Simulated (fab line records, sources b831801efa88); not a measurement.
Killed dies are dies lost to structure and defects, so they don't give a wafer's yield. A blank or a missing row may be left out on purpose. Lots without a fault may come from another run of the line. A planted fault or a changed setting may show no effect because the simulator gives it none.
fab line records | flow sky130
record lots=5 wafers=15 last_day=50
route steps=708 shown METAL1@457 VIA1@458 METAL2@483
lots that met no fault: from a run of the same line without faults
start_h: hours from the record's first day to the start of the lot's first wafer shown | wait_h: hours since the lot's step before | " the same as in the row above | L1.1+2: a row that stands for several wafers | - no value, or no start given | * or withheld: withheld | < > ~ a bound
route shown NAME@n: a module of which the file shows steps, and the number in the route of the first | usual: mean/standard deviation of fault-free wafers | same: alike in all rows | chamber/n: place in a boat | sites: the reading at each site | _std_site: their standard deviation | _edge_site: outer sites' mean less inner sites' | radius_mm: how far each site lies from the wafer's centre | mask NAME#n: copy n | behind: the tool/chamber that last shaped the wafer | hold: why the lot was held/for how many hours/how that ended | device: the transistor (n, p or np) that didn't switch | end of line: the same wafers' tests at the end of the route | a step without rows: its recipe alone | killed: dies lost to structure and defects at the first sort, not the wafer's yield | map: a wafer's dies, x killed, . not, _ none there
set.NAME: the setting as run; set.NAME@STEP: as run at that earlier step | model.NAME: the simulator's own value behind a step, which no gauge read
lots at some steps of the route; a table a step, a row a wafer
services: from which hour (start_h, from the record's first day; less than 0 if before it) a tool's chamber was out of use, for how many hours, and why
## steps
# step SKY_METAL1_CLEAN_23
# recipe chemistry=O3/DIW dry=n2_spin
# columns lot.wafer tool chamber start_h wait_h
L077.2+3+5 wet_bench-04 1 805.09 0.0
L083.2+4+6 wet_bench-04 2 852.80 0.0
L085.2+3+6 wet_bench-01 2 867.85 0.0
L094.1+2+6 wet_bench-01 3 926.00 0.0
L096.1+5+6 wet_bench-03 3 940.18 0.0
# step SKY_VIA1_HDPCVD_00
# recipe material=SiO2 target_thk_nm=1030 sigma_open_frac=0.3 time_s=171.7 temp_c=400 sih4_flow_sccm=60 pressure_mtorr=6
# usual sih4_flow_sccm=59.98/0.18
# columns lot.wafer tool chamber start_h wait_h sih4_flow_sccm
L077.2 hdpcvd-02 0 805.18 0.0 59.99
L077.3 " 1 " " 59.93
L077.5 " 1 " " 60.07
L083.2 hdpcvd-01 1 852.90 0.0 59.79
L083.4 " 0 " " 60.07
L083.6 " 2 " " 59.80
L085.2 hdpcvd-01 2 867.94 0.0 60.06
L085.3 " 0 " " 59.84
L085.6 " 2 " " 59.82
L094.1 hdpcvd-02 0 926.09 0.0 60.15
L094.2 " 2 " " 60.08
L094.6 " 0 " " 60.23
L096.1 hdpcvd-02 0 940.28 0.0 59.98
L096.5 " 1 " " 60.03
L096.6 " 0 " " 59.76
# step SKY_VIA1_THK_MEAS_01
# recipe reads=SiO2_of_VIA1_HDPCVD_00
# usual VIA1_HDPCVD_THK=1032/10
# columns lot.wafer tool chamber start_h wait_h VIA1_HDPCVD_THK[nm]
L077.2 film_metro-02 - 805.30 0.1 1016
L077.3 " - " " 1033
L077.5 " - " " 1029
L083.2 film_metro-02 - 853.02 0.1 1038
L083.4 " - " " 1033
L083.6 " - " " 1042
L085.2 film_metro-02 - 868.06 0.1 1040
L085.3 " - " " 1039
L085.6 " - " " 1042
L094.1 film_metro-01 - 926.20 0.1 1028
L094.2 " - " " 1032
L094.6 " - " " 1029
L096.1 film_metro-02 - 940.39 0.1 1024
L096.5 " - " " 1006
L096.6 " - " " 1028
# step SKY_VIA1_CMP_02
# recipe material=SiO2 down_force_psi=4 platen_rpm=60 pad_velocity_m_s=0.94248
# usual motor_current_A=11.5/1.3 slurry_flow_ml_min=150.0/0.46
# columns lot.wafer tool chamber start_h wait_h motor_current_A slurry_flow_ml_min
L077.2 cmp-02 1 805.35 0.0 11.2 149.4
L077.3 " 0 " " 12.2 148.9
L077.5 " 2 " " 10.4 150.3
L083.2 cmp-01 1 853.12 0.1 9.4 150.2
L083.4 " 3 " " 10.9 149.9
L083.6 " 0 " " 12.5 150.2
L085.3 cmp-02 3 868.21 0.1 13.5 150.8
L085.2 " 0 " " 12.2 150.4
L085.6 " 2 " " 10.3 150.0
L094.1 cmp-02 3 926.36 0.1 12.1 149.4
L094.2 " 0 " " 12.2 149.8
L094.6 " 1 " " 11.6 150.0
L096.1 cmp-02 0 940.55 0.1 12.1 150.1
L096.6 " 2 " " 9.8 149.2
L096.5 " 3 " " 12.8 149.8
# step SKY_VIA1_BOW_MEAS_03
# recipe mode=bow
# usual VIA1_BOW=80/6.9
# columns lot.wafer tool chamber start_h wait_h VIA1_BOW[um]
L077.2 film_metro-03 - 805.67 0.3 83
L077.3 " - " " 85
L077.5 " - " " 83
L083.2 film_metro-03 - 853.39 0.2 71
L083.4 " - " " 65
L083.6 " - " " 71
L085.2 film_metro-03 - 868.43 0.1 84
L085.3 " - " " 76
L085.6 " - " " 90
L094.1 film_metro-01 - 926.56 0.1 70
L094.2 " - " " 86
L094.6 " - " " 86
L096.1 film_metro-01 - 940.75 0.1 71
L096.5 " - " " 79
L096.6 " - " " 83
# step SKY_VIA1_DEHYDRATE_04
# recipe temp_c=200 time_s=60
# usual plate_temp_C=199.99/0.16
# columns lot.wafer tool chamber start_h wait_h plate_temp_C
L077.2 litho_track-04 0 817.61 11.9 199.77
L077.3 " 0 " " 199.83
L077.5 " 0 " " 200.06
L083.2 litho_track-01 0 865.98 12.6 200.18
L083.4 " 0 " " 200.20
L083.6 " 0 " " 200.35
L085.2 litho_track-04 0 880.96 12.5 200.37
L085.3 " 0 " " 200.19
L085.6 " 0 " " 199.90
L094.1 litho_track-04 0 938.73 12.2 199.88
L094.2 " 0 " " 200.27
L094.6 " 0 " " 199.98
L096.1 litho_track-03 0 951.61 10.8 199.89
L096.5 " 0 " " 199.68
L096.6 " 0 " " 199.80
# step SKY_VIA1_HMDS_05
# recipe prime_time_s=60 prime_temp_c=120
# columns lot.wafer tool chamber start_h wait_h
L077.2+3+5 litho_track-04 0 817.76 0.1
L083.2+4+6 litho_track-01 0 866.13 0.1
L085.2+3+6 litho_track-04 0 881.11 0.1
L094.1+2+6 litho_track-04 0 938.88 0.1
L096.1+5+6 litho_track-03 0 951.76 0.1
# step SKY_VIA1_COAT_06
# recipe resist=BARC temp_c=withheld time_s=withheld spin_rpm=3000 resist_thk_nm=60
# columns lot.wafer tool chamber start_h wait_h
L077.2+3+5 litho_track-04 0 817.91 0.1
L083.2+4+6 litho_track-01 0 866.28 0.1
L085.2+3+6 litho_track-04 0 881.26 0.1
L094.1+2+6 litho_track-04 0 939.03 0.1
L096.1+5+6 litho_track-03 0 951.91 0.1
# step SKY_VIA1_COAT_07
# recipe resist=KrF-thick spin_rpm=3000 resist_thk_nm=450
# columns lot.wafer tool chamber start_h wait_h
L077.2+3+5 litho_track-04 0 - -
L083.2+4+6 litho_track-01 0 - -
L085.2+3+6 litho_track-04 0 - -
L094.1+2+6 litho_track-04 0 - -
L096.1+5+6 litho_track-03 0 - -
# step SKY_VIA1_SOFTBAKE_08
# recipe temp_c=100 time_s=90 resist=KrF-thick
# usual plate_temp_C=99.99/0.15
# columns lot.wafer tool chamber start_h wait_h plate_temp_C
L077.2 litho_track-04 0 - - 100.13
L077.3 " 0 " " 100.13
L077.5 " 0 " " 100.25
L083.2 litho_track-01 0 - - 99.92
L083.4 " 0 " " 99.95
L083.6 " 0 " " 99.82
L085.2 litho_track-04 0 - - 100.09
L085.3 " 0 " " 100.15
L085.6 " 0 " " 100.00
L094.1 litho_track-04 0 - - 100.25
L094.2 " 0 " " 100.12
L094.6 " 0 " " 100.23
L096.1 litho_track-03 0 - - 99.95
L096.5 " 0 " " 99.92
L096.6 " 0 " " 99.95
# step SKY_VIA1_EXPOSE_09
# recipe mask_id=VIM na=0.8 source_shape=annular sigma_inner=0.55 sigma_outer=0.85 target_cd_nm=150 dose_mj=38
# columns lot.wafer tool chamber start_h wait_h mask
L077.2+3+5 krf_scanner-01 0 - - VIM#0
L083.2+4+6 krf_scanner-01 0 - - VIM#0
L085.2+3+6 krf_scanner-01 0 - - VIM#0
L094.1+2+6 krf_scanner-02 0 - - VIM#0
L096.1+5+6 krf_scanner-01 0 - - VIM#0
# step SKY_VIA1_PEB_10
# recipe peb_temp_c=withheld peb_time_s=withheld resist=KrF-thick
# columns lot.wafer tool chamber start_h wait_h
L077.2+3+5 litho_track-03 0 - -
L083.2+4+6 litho_track-03 0 - -
L085.2+3+6 litho_track-04 0 - -
L094.1+2+6 litho_track-04 0 - -
L096.1+5+6 litho_track-01 0 - -
# step SKY_VIA1_DEVELOP_11
# recipe develop_time_s=60 resist=KrF-thick dev_temp_c=21
# usual developer_temp_C=21.00/0.11
# columns lot.wafer tool chamber start_h wait_h developer_temp_C
L077.2 litho_track-03 0 - - 21.08
L077.3 " 0 " " 20.97
L077.5 " 0 " " 21.17
L083.2 litho_track-03 0 - - 21.06
L083.4 " 0 " " 21.17
L083.6 " 0 " " 21.04
L085.2 litho_track-04 0 - - 20.91
L085.3 " 0 " " 21.02
L085.6 " 0 " " 20.95
L094.1 litho_track-04 0 - - 21.34
L094.2 " 0 " " 21.09
L094.6 " 0 " " 21.19
L096.1 litho_track-01 0 - - 20.90
L096.5 " 0 " " 20.94
L096.6 " 0 " " 20.94
# step SKY_VIA1_CD_MEAS_12
# recipe target_cd_nm=150
# usual cd_nm=150.6/2
# columns lot.wafer tool chamber start_h wait_h cd_nm
L077.2 cd_sem-02 - 832.08 - 146.8
L077.3 " - " " 147.4
L077.5 " - " " 146.1
L083.2 cd_sem-01 - 879.28 - 149.2
L083.4 " - " " 150.7
L083.6 " - " " 151.1
L085.2 cd_sem-01 - 894.30 - 150.4
L085.3 " - " " 148.5
L085.6 " - " " 151.5
L094.1 cd_sem-01 - 951.58 - 150.7
L094.2 " - " " 149.9
L094.6 " - " " 148.6
L096.1 cd_sem-01 - 964.70 - 148.8
L096.5 " - " " 149.2
L096.6 " - " " 149.6
# step SKY_VIA1_OVL_MEAS_13
# usual VIA1_OVL=2/5.8
# columns lot.wafer tool chamber start_h wait_h VIA1_OVL[nm]
L077.2 overlay-02 - 832.18 0.1 9
L077.3 " - " " 3
L077.5 " - " " 0
L083.2 overlay-01 - 879.38 0.1 9
L083.4 " - " " 6
L083.6 " - " " 8
L085.2 overlay-02 - 894.41 0.1 -7
L085.3 " - " " 0
L085.6 " - " " -2
L094.1 overlay-02 - 951.70 0.1 6
L094.2 " - " " -5
L094.6 " - " " -3
L096.1 overlay-02 - 964.82 0.1 6
L096.5 " - " " 0
L096.6 " - " " 3
# step SKY_VIA1_ETCH_14
# recipe chemistry=N2/H2 target=BARC ion_energy_ev=200 source_w=500 bias_w=100 pressure_mtorr=30 n2_flow_sccm=100 h2_flow_sccm=200 stop_on=SiO2 time_s=45.9 target_depth_a=600
# usual drypump_motor_current_A=5.8/0.53 oes_product_au=0.855/0.005 throttle_valve_pct=13.225/0.0083
# columns lot.wafer tool chamber start_h wait_h drypump_motor_current_A oes_product_au rf_hours_counter_h throttle_valve_pct
L077.2 rie_diel-02 1 832.21 0.0 5.5 0.865 32 13.228
L077.3 " 2 " " 5.5 0.849 13 13.226
L077.5 " 2 " " 5.5 0.846 - 13.218
L083.2 rie_diel-03 0 879.41 0.0 6.0 0.856 4 13.231
L083.4 " 1 " " 6.0 0.851 6 13.231
L083.6 " 2 " " 4.8 0.849 - 13.229
L085.2 rie_diel-03 3 894.44 0.0 5.2 0.862 13 13.228
L085.3 " 2 " " 4.8 0.860 18 13.223
L085.6 " 2 " " 4.8 0.854 - 13.241
L094.1 rie_diel-03 0 951.74 0.0 6.0 0.850 6 13.230
L094.2 " 1 " " 6.1 0.850 8 13.232
L094.6 " 0 " " 6.0 0.861 - 13.221
L096.1 rie_diel-02 1 964.86 0.0 5.5 0.854 3 13.227
L096.5 " 2 " " 5.5 0.847 - 13.235
L096.6 " 3 " " 5.9 0.846 - 13.217
# step SKY_VIA1_ETCH_15
# recipe target=SiO2 chemistry=C4F8/O2/Ar target_depth_nm=351 stop_on=TiN mask_material=KrF-thick source_w=1500 bias_w=1200 pressure_mtorr=40 c4f8_flow_sccm=withheld O2_flow_sccm=6 Ar_flow_sccm=300 time_s=54
# usual oes_product_au=0.981/0.0058
# columns lot.wafer tool chamber start_h wait_h oes_product_au rf_hours_counter_h
L077.2 rie_diel-02 1 832.26 0.0 0.970 32
L077.3 " 2 " " 0.974 13
L077.5 " 2 " " 0.978 -
L083.2 rie_diel-03 0 879.46 0.0 0.981 4
L083.4 " 1 " " 0.982 6
L083.6 " 2 " " 0.976 -
L085.2 rie_diel-03 3 894.48 0.0 0.972 13
L085.3 " 2 " " 0.981 18
L085.6 " 2 " " 0.983 -
L094.1 rie_diel-03 0 951.78 0.0 0.983 6
L094.2 " 1 " " 0.985 8
L094.6 " 0 " " 0.988 -
L096.1 rie_diel-02 1 964.90 0.0 0.977 3
L096.5 " 2 " " 0.983 -
L096.6 " 3 " " 0.971 -
# step SKY_VIA1_STRIP_16
# recipe chemistry=O2/N2 power_w=1400 pressure_mtorr=1500 platen_temp_c=withheld o2_flow_sccm=3000 n2_flow_sccm=300 overash_fraction=0.5
# usual drypump_motor_current_A=5.6/0.48 oes_product_au=0.415/0.0047 strip_time_to_endpoint_s=4.459/0.019
# columns lot.wafer tool chamber start_h wait_h drypump_motor_current_A oes_product_au rf_hours_counter_h strip_time_to_endpoint_s
L077.2 plasma_asher-03 0 832.30 0.0 5.5 0.410 8 4.414
L077.3 " 1 " " 5.8 0.409 - 4.456
L077.5 " 1 " " 5.8 0.419 - 4.452
L083.2 plasma_asher-04 1 879.50 0.0 6.3 0.414 106 4.467
L083.4 " 0 " " 5.0 0.416 - 4.474
L083.6 " 1 " " 6.4 0.420 - 4.469
L085.2 plasma_asher-03 0 894.53 0.0 5.6 0.416 15 4.471
L085.3 " 1 " " 5.8 0.413 - 4.469
L085.6 " 1 " " 5.8 0.412 - 4.467
L094.1 plasma_asher-04 1 951.83 0.0 6.4 0.412 114 4.437
L094.2 " 0 " " 5.0 0.423 114 4.461
L094.6 " 1 " " 6.3 0.409 - 4.466
L096.1 plasma_asher-01 0 964.95 0.0 5.0 0.412 54 4.467
L096.5 " 0 " " 5.0 0.419 - 4.474
L096.6 " 1 " " 6.1 0.421 - 4.456
# step SKY_VIA1_STRIP_17
# recipe chemistry=post_etch_residue_remover time_s=1200 temp_c=72.5
# columns lot.wafer tool chamber start_h wait_h
L077.2+3+5 wet_bench-02 0 832.40 0.1
L083.2+4+6 wet_bench-02 0 879.60 0.1
L085.2+3+6 wet_bench-02 2 894.63 0.1
L094.1+2+6 wet_bench-03 1 951.93 0.1
L096.1+5+6 wet_bench-02 1 965.05 0.1
# step SKY_VIA1_CLEAN_18
# recipe chemistry=IPA time_s=180 temp_c=25
# columns lot.wafer tool chamber start_h wait_h
L077.2+3+5 wet_bench-03 0 832.74 0.0
L083.2+4+6 wet_bench-04 0 879.94 0.0
L085.2+3+6 wet_bench-04 3 894.97 0.0
L094.1+2+6 wet_bench-04 3 952.27 0.0
L096.1+5+6 wet_bench-04 3 965.39 0.0
# step SKY_VIA1_CLEAN_19
# recipe chemistry=O3/DIW dry=n2_spin
# columns lot.wafer tool chamber start_h wait_h
L077.2+3+5 wet_bench-04 2 832.81 0.0
L083.2+4+6 wet_bench-03 3 880.01 0.0
L085.2+3+6 wet_bench-02 2 895.03 0.0
L094.1+2+6 wet_bench-03 2 952.33 0.0
L096.1+5+6 wet_bench-03 3 965.45 0.0
# step SKY_VIA1_SPUTTER_20
# recipe material=TiN target_thk_nm=20 chamber_pressure_pa=5 power_w=4000 time_s=80
# usual throttle_valve_pct=30.1/0.71
# columns lot.wafer tool chamber start_h wait_h throttle_valve_pct
L077.2 pvd_sputter-01 - 832.90 0.0 30.9
L077.3 " - " " 29.9
L077.5 " - " " 30.9
L083.2 pvd_sputter-04 - 880.10 0.0 29.8
L083.4 " - " " 29.0
L083.6 " - " " 30.5
L085.2 pvd_sputter-01 - 895.12 0.0 30.2
L085.3 " - " " 30.9
L085.6 " - " " 31.2
L094.1 pvd_sputter-03 - 952.42 0.0 31.0
L094.2 " - " " 28.5
L094.6 " - " " 29.1
L096.1 pvd_sputter-01 - 965.54 0.0 29.8
L096.5 " - " " 30.8
L096.6 " - " " 29.9
# step SKY_VIA1_CVD_21
# recipe material=W target_thk_nm=270 time_s=80.902 temp_c=400 pressure_torr=40
# usual heater_power_w=864/66
# columns lot.wafer tool chamber start_h wait_h heater_power_w
L077.2 cvd_w-02 1 832.96 0.0 913
L077.3 " 0 " " 779
L077.5 " 1 " " 886
L083.2 cvd_w-01 1 880.16 0.0 896
L083.4 " 0 " " 948
L083.6 " 0 " " 951
L085.2 cvd_w-01 0 895.18 0.0 949
L085.3 " 1 " " 915
L085.6 " 0 " " 935
L094.1 cvd_w-02 1 952.48 0.0 882
L094.2 " 0 " " 759
L094.6 " 1 " " 900
L096.1 cvd_w-02 0 965.60 0.0 776
L096.5 " 1 " " 881
L096.6 " 0 " " 750
# step SKY_VIA1_RS_MEAS_22
# recipe thk_meas_gauge=four-point-probe reads=W_of_VIA1_CVD_21+TiN_of_VIA1_SPUTTER_20
# usual VIA1_W_RS=0.426/0.0041
# columns lot.wafer tool chamber start_h wait_h VIA1_W_RS[ohm/sq]
L077.2 film_metro-02 - 833.07 0.1 0.423
L077.3 " - " " 0.424
L077.5 " - " " 0.423
L083.2 film_metro-01 - 880.27 0.1 0.424
L083.4 " - " " 0.429
L083.6 " - " " 0.426
L085.2 film_metro-02 - 895.29 0.1 0.427
L085.3 " - " " 0.431
L085.6 " - " " 0.432
L094.1 film_metro-03 - 952.57 0.1 0.429
L094.2 " - " " 0.427
L094.6 " - " " 0.428
L096.1 film_metro-03 - 965.70 0.1 0.429
L096.5 " - " " 0.427
L096.6 " - " " 0.428
# step SKY_VIA1_THK_MEAS_23
# recipe thk_meas_gauge=xrf reads=W_of_VIA1_CVD_21
# usual VIA1_W_THK=269.0/3
# columns lot.wafer tool chamber start_h wait_h VIA1_W_THK[nm]
L077.2 film_metro-02 - 833.18 0.1 270.6
L077.3 " - " " 269.9
L077.5 " - " " 270.1
L083.2 film_metro-01 - 880.38 0.1 267.6
L083.4 " - " " 265.3
L083.6 " - " " 266.5
L085.2 film_metro-02 - 895.40 0.1 269.2
L085.3 " - " " 265.3
L085.6 " - " " 266.3
L094.1 film_metro-03 - 952.69 0.1 267.6
L094.2 " - " " 268.4
L094.6 " - " " 267.4
L096.1 film_metro-03 - 965.82 0.1 268.8
L096.5 " - " " 269.5
L096.6 " - " " 269.6
# step SKY_VIA1_CMP_24
# recipe stop_on=SiO2 t_overpolish_s=15 down_force_psi=3.5 platen_rpm=60 target_thk_nm=0 pad_velocity_m_s=0.94248
# usual motor_current_A=10.6/1.4 overpolish_run_s=15.001/0.0086 slurry_flow_ml_min=150.1/0.45 time_to_endpoint_s=65.6/2.2
# columns lot.wafer tool chamber start_h wait_h motor_current_A overpolish_run_s slurry_flow_ml_min time_to_endpoint_s
L077.3 cmp-02 0 833.28 0.1 11.0 15.017 149.5 65.2
L077.2 " 2 " " 9.5 15.000 150.0 65.5
L077.5 " 0 " " 10.6 14.990 149.8 65.2
L083.2 cmp-02 0 880.43 0.0 11.2 15.001 150.0 66.0
L083.4 " 2 " " 9.0 14.990 150.3 67.3
L083.6 " 1 " " 11.1 15.017 149.3 64.9
L085.3 cmp-02 2 895.45 0.0 9.1 15.012 148.5 65.1
L085.2 " 3 " " 11.8 15.013 150.2 65.2
L085.6 " 3 " " 11.5 14.993 149.4 65.1
L094.2 cmp-02 1 952.80 0.1 10.5 14.993 150.7 66.6
L094.1 " 3 " " 11.8 14.992 149.9 67.7
L094.6 " 1 " " 10.4 14.996 150.0 69.7
L096.1 cmp-02 3 965.98 0.1 11.2 14.987 150.1 67.0
L096.5 " 1 " " 10.9 14.993 150.0 67.6
L096.6 " 2 " " 9.4 15.003 150.2 70.0
# step SKY_METAL2_SPUTTER_00
# recipe material=Ti target_thk_nm=15 power_w=3000 time_s=10 chamber_pressure_pa=0.4
# usual throttle_valve_pct=30.4/1.4
# columns lot.wafer tool chamber start_h wait_h throttle_valve_pct
L077.2 pvd_sputter-02 - 833.53 0.1 31.9
L077.3 " - " " 33.6
L077.5 " - " " 33.5
L083.2 pvd_sputter-03 - 880.73 0.2 30.6
L083.4 " - " " 28.8
L083.6 " - " " 28.7
L085.2 pvd_sputter-02 - 895.75 0.2 33.6
L085.3 " - " " 28.4
L085.6 " - " " 30.3
L094.1 pvd_sputter-02 - 953.05 0.1 32.0
L094.2 " - " " 33.5
L094.6 " - " " 28.6
L096.1 pvd_sputter-03 - 966.18 0.1 30.0
L096.5 " - " " 30.2
L096.6 " - " " 30.8
# step SKY_METAL2_SPUTTER_01
# recipe material=TiN target_thk_nm=20 power_w=6500 time_s=16.7 chamber_pressure_pa=0.4
# usual throttle_valve_pct=30.4/1.4
# columns lot.wafer tool chamber start_h wait_h throttle_valve_pct
L077.2 pvd_sputter-02 - 833.55 0.0 31.6
L077.3 " - " " 33.2
L077.5 " - " " 33.5
L083.2 pvd_sputter-03 - 880.76 0.0 30.4
L083.4 " - " " 28.9
L083.6 " - " " 28.8
L085.2 pvd_sputter-02 - 895.78 0.0 33.5
L085.3 " - " " 28.6
L085.6 " - " " 30.4
L094.1 pvd_sputter-02 - 953.08 0.0 31.7
L094.2 " - " " 33.6
L094.6 " - " " 28.8
L096.1 pvd_sputter-03 - 966.20 0.0 30.0
L096.5 " - " " 29.5
L096.6 " - " " 31.0
# step SKY_METAL2_SPUTTER_02
# recipe material=AlCu target_thk_nm=250 power_w=10600 time_s=13.3 chamber_pressure_pa=0.4
# usual throttle_valve_pct=30.4/1.3
# columns lot.wafer tool chamber start_h wait_h throttle_valve_pct
L077.2 pvd_sputter-02 - 833.58 0.0 31.5
L077.3 " - " " 33.3
L077.5 " - " " 33.6
L083.2 pvd_sputter-03 - 880.78 0.0 30.4
L083.4 " - " " 28.9
L083.6 " - " " 28.8
L085.2 pvd_sputter-02 - 895.80 0.0 33.4
L085.3 " - " " 28.5
L085.6 " - " " 30.4
L094.1 pvd_sputter-02 - 953.10 0.0 31.7
L094.2 " - " " 33.5
L094.6 " - " " 28.5
L096.1 pvd_sputter-03 - 966.22 0.0 30.0
L096.5 " - " " 30.0
L096.6 " - " " 30.8
# step SKY_METAL2_SPUTTER_03
# recipe material=Ti target_thk_nm=5 power_w=3000 time_s=3.3 chamber_pressure_pa=0.4
# usual throttle_valve_pct=30.4/1.3
# columns lot.wafer tool chamber start_h wait_h throttle_valve_pct
L077.2 pvd_sputter-02 - 833.60 0.0 31.7
L077.3 " - " " 33.6
L077.5 " - " " 33.4
L083.2 pvd_sputter-03 - 880.81 0.0 30.1
L083.4 " - " " 28.9
L083.6 " - " " 29.0
L085.2 pvd_sputter-02 - 895.83 0.0 33.6
L085.3 " - " " 28.7
L085.6 " - " " 30.6
L094.1 pvd_sputter-02 - 953.13 0.0 31.6
L094.2 " - " " 33.4
L094.6 " - " " 28.9
L096.1 pvd_sputter-03 - 966.25 0.0 30.0
L096.5 " - " " 30.1
L096.6 " - " " 31.1
# step SKY_METAL2_SPUTTER_04
# recipe material=TiN target_thk_nm=70 power_w=6500 time_s=58.3 chamber_pressure_pa=0.4
# usual throttle_valve_pct=30.4/1.4
# columns lot.wafer tool chamber start_h wait_h throttle_valve_pct
L077.2 pvd_sputter-02 - 833.62 0.0 31.8
L077.3 " - " " 33.5
L077.5 " - " " 33.8
L083.2 pvd_sputter-03 - 880.82 0.0 30.8
L083.4 " - " " 28.6
L083.6 " - " " 28.8
L085.2 pvd_sputter-02 - 895.84 0.0 33.5
L085.3 " - " " 28.6
L085.6 " - " " 30.6
L094.1 pvd_sputter-02 - 953.14 0.0 31.9
L094.2 " - " " 33.5
L094.6 " - " " 28.4
L096.1 pvd_sputter-03 - 966.27 0.0 29.8
L096.5 " - " " 29.8
L096.6 " - " " 30.8
# step SKY_METAL2_RS_MEAS_05
# recipe thk_meas_gauge=four-point-probe reads=TiN_of_METAL2_SPUTTER_04+Ti_of_METAL2_SPUTTER_03+AlCu_of_METAL2_SPUTTER_02+TiN_of_METAL2_SPUTTER_01+Ti_of_METAL2_SPUTTER_00
# usual METAL2_ALCU_RS=0.1266/0.0015
# columns lot.wafer tool chamber start_h wait_h METAL2_ALCU_RS[ohm/sq]
L077.2 film_metro-02 - 833.69 0.0 0.1280
L077.3 " - " " 0.1288
L077.5 " - " " 0.1277
L083.2 film_metro-02 - 880.89 0.0 0.1269
L083.4 " - " " 0.1270
L083.6 " - " " 0.1265
L085.2 film_metro-04 - 895.91 0.0 0.1264
L085.3 " - " " 0.1270
L085.6 " - " " 0.1274
L094.1 film_metro-03 - 953.19 0.0 0.1277
L094.2 " - " " 0.1285
L094.6 " - " " 0.1271
L096.1 film_metro-02 - 966.32 0.0 0.1251
L096.5 " - " " 0.1248
L096.6 " - " " 0.1248
# step SKY_METAL2_THK_MEAS_06
# recipe thk_meas_gauge=xrf reads=AlCu_of_METAL2_SPUTTER_02
# usual METAL2_ALCU_THK=251/3.3
# columns lot.wafer tool chamber start_h wait_h METAL2_ALCU_THK[nm]
L077.2 film_metro-02 - 833.80 0.1 249
L077.3 " - " " 246
L077.5 " - " " 248
L083.2 film_metro-02 - 881.00 0.1 250
L083.4 " - " " 250
L083.6 " - " " 250
L085.2 film_metro-04 - 896.02 0.1 251
L085.3 " - " " 250
L085.6 " - " " 249
L094.1 film_metro-03 - 953.31 0.1 252
L094.2 " - " " 251
L094.6 " - " " 255
L096.1 film_metro-02 - 966.44 0.1 254
L096.5 " - " " 255
L096.6 " - " " 255
# step SKY_METAL2_DEHYDRATE_07
# recipe temp_c=200 time_s=60
# usual plate_temp_C=200.01/0.17
# columns lot.wafer tool chamber start_h wait_h plate_temp_C
L077.2 litho_track-04 0 846.06 12.2 200.05
L077.3 " 0 " " 199.98
L077.5 " 0 " " 199.89
L083.2 litho_track-02 0 893.19 12.2 200.22
L083.4 " 0 " " 200.25
L083.6 " 0 " " 200.33
L085.2 litho_track-02 0 907.74 11.7 199.91
L085.3 " 0 " " 200.12
L085.6 " 0 " " 199.93
L094.1 litho_track-02 0 965.16 11.8 199.69
L094.2 " 0 " " 199.82
L094.6 " 0 " " 199.79
L096.1 litho_track-02 0 977.86 11.4 199.99
L096.5 " 0 " " 199.83
L096.6 " 0 " " 199.84
# step SKY_METAL2_HMDS_08
# recipe prime_time_s=60 prime_temp_c=120
# columns lot.wafer tool chamber start_h wait_h
L077.2+3+5 litho_track-04 0 846.21 0.1
L083.2+4+6 litho_track-02 0 893.34 0.1
L085.2+3+6 litho_track-02 0 907.89 0.1
L094.1+2+6 litho_track-02 0 965.31 0.1
L096.1+5+6 litho_track-02 0 978.01 0.1
# step SKY_METAL2_COAT_09
# recipe resist=BARC temp_c=withheld time_s=withheld spin_rpm=3000 resist_thk_nm=60
# columns lot.wafer tool chamber start_h wait_h
L077.2+3+5 litho_track-04 0 846.36 0.1
L083.2+4+6 litho_track-02 0 893.49 0.1
L085.2+3+6 litho_track-02 0 908.04 0.1
L094.1+2+6 litho_track-02 0 965.46 0.1
L096.1+5+6 litho_track-02 0 978.16 0.1
# step SKY_METAL2_COAT_10
# recipe resist=KrF-thick spin_rpm=3000 resist_thk_nm=450
# columns lot.wafer tool chamber start_h wait_h
L077.2+3+5 litho_track-04 0 - -
L083.2+4+6 litho_track-02 0 - -
L085.2+3+6 litho_track-02 0 - -
L094.1+2+6 litho_track-02 0 - -
L096.1+5+6 litho_track-02 0 - -
# step SKY_METAL2_SOFTBAKE_11
# recipe temp_c=100 time_s=90 resist=KrF-thick
# usual plate_temp_C=99.97/0.12
# columns lot.wafer tool chamber start_h wait_h plate_temp_C
L077.2 litho_track-04 0 - - 100.00
L077.3 " 0 " " 99.88
L077.5 " 0 " " 99.90
L083.2 litho_track-02 0 - - 100.09
L083.4 " 0 " " 100.08
L083.6 " 0 " " 100.03
L085.2 litho_track-02 0 - - 100.05
L085.3 " 0 " " 100.00
L085.6 " 0 " " 100.00
L094.1 litho_track-02 0 - - 99.95
L094.2 " 0 " " 100.24
L094.6 " 0 " " 100.21
L096.1 litho_track-02 0 - - 99.89
L096.5 " 0 " " 99.96
L096.6 " 0 " " 99.80
# step SKY_METAL2_EXPOSE_12
# recipe mask_id=MM2 na=0.8 source_shape=annular sigma_inner=0.55 sigma_outer=0.85 target_cd_nm=140 dose_mj=28
# columns lot.wafer tool chamber start_h wait_h mask
L077.2+3+5 krf_scanner-02 0 - - MM2#0
L083.2+4+6 krf_scanner-01 0 - - MM2#0
L085.2+3+6 krf_scanner-02 0 - - MM2#0
L094.1+2+6 krf_scanner-02 0 - - MM2#0
L096.1+5+6 krf_scanner-02 0 - - MM2#0
# step SKY_METAL2_PEB_13
# recipe peb_temp_c=withheld peb_time_s=withheld resist=KrF-thick
# columns lot.wafer tool chamber start_h wait_h
L077.2+3+5 litho_track-04 0 - -
L083.2+4+6 litho_track-04 0 - -
L085.2+3+6 litho_track-01 0 - -
L094.1+2+6 litho_track-01 0 - -
L096.1+5+6 litho_track-04 0 - -
## services
# columns tool chamber start_h hours kind
krf_scanner-01 - 781.17 2.5 repair
pvd_sputter-03 - 802.24 6.7 repair
cmp-02 - 803.27 0.6 repair
krf_scanner-01 - 807.06 0.2 repair
krf_scanner-01 - 810.27 4.4 pm
krf_scanner-01 - 817.31 0.8 pm
krf_scanner-01 - 859.10 3.6 pm
krf_scanner-02 - 862.65 0.8 pm
pvd_sputter-02 - 867.82 0.9 repair
krf_scanner-01 - 873.96 0.7 repair
cmp-02 - 882.07 0.6 repair
rie_diel-03 3 910.74 1.9 repair
cmp-02 - 912.62 4.0 pm
wet_bench-04 - 914.84 32.5 repair
krf_scanner-02 - 917.48 3.6 pm
krf_scanner-02 - 921.20 1.0 pm
krf_scanner-01 - 931.19 4.0 pm
cmp-02 - 945.10 3.9 repair
krf_scanner-01 - 945.70 1.3 pm
krf_scanner-01 - 947.00 1.0 pm
krf_scanner-02 - 951.71 1.3 pm
rie_diel-03 1 960.49 13.2 repair
krf_scanner-02 - 969.17 1.2 repair
krf_scanner-02 - 971.12 4.0 pm
## key
fault none
